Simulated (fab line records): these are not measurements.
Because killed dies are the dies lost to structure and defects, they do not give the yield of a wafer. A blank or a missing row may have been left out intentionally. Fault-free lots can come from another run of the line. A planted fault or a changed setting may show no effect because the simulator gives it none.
Chamber matching ; flow gf180mcu ; cmp-01 running GF_CONTACT_CMP_04: 4 sister chambers
The step polishes SiO2. 8 wafers are shown with their chamber, then 7 later ones without.

== WAFERS WITH THEIR CHAMBER ==
wafer;chamber;motor current A (A);platen rpm (rpm)
L884.6;0;12.2;59.94
L891.4;1;11.1;59.94
L892.1;2;11.2;60.03
L892.2;1;11.3;59.97
L892.6;3;10.5;60.02
L894.1;3;10.9;60.00
L894.3;2;11.8;60.01
L894.6;0;11.8;60.05

== WAFERS WHOSE CHAMBER IS MISSING ==
wafer;motor current A (A);platen rpm (rpm)
L898.1;11.3;59.99
L898.3;11.1;60.02
L898.4;11.1;59.96
L902.1;11.9;59.97
L904.1;11.3;60.03
L904.3;10.9;59.92
L904.4;11.0;60.06

== THE CHAMBER EACH PASSED THROUGH ==
wafer;from the rows above;in truth
L898.1;can't be placed: 1 or 2 or 3 or 0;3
L898.3;can't be placed: 2 or 3 or 1 or 0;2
L898.4;can't be placed: 1 or 3 or 2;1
L902.1;can't be placed: 0 or 2 or 1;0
L904.1;can't be placed: 2 or 1 or 3 or 0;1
L904.3;can't be placed: 1 or 3 or 2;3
L904.4;can't be placed: 3 or 2 or 1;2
Correct placement for 0 of the 7. Cannot be placed on the basis of these rows: 7; the candidates contain the true chamber in 7. Placed wrongly: 0.
How it was worked out, from the rows above alone: a wafer's distance from a chamber is the root of the sum, over the readings, of the square of ((its reading less the chamber's mean) divided by the reading's scatter). The wafer belongs to the nearest chamber; if the next one is less than 2 further off, it can't be placed. For every chamber, the mean is computed from those of its wafers that are shown. The scatter: the root of (the sum of the squares of (reading less its chamber's mean) over the shown wafers, divided by (wafers less chambers)).
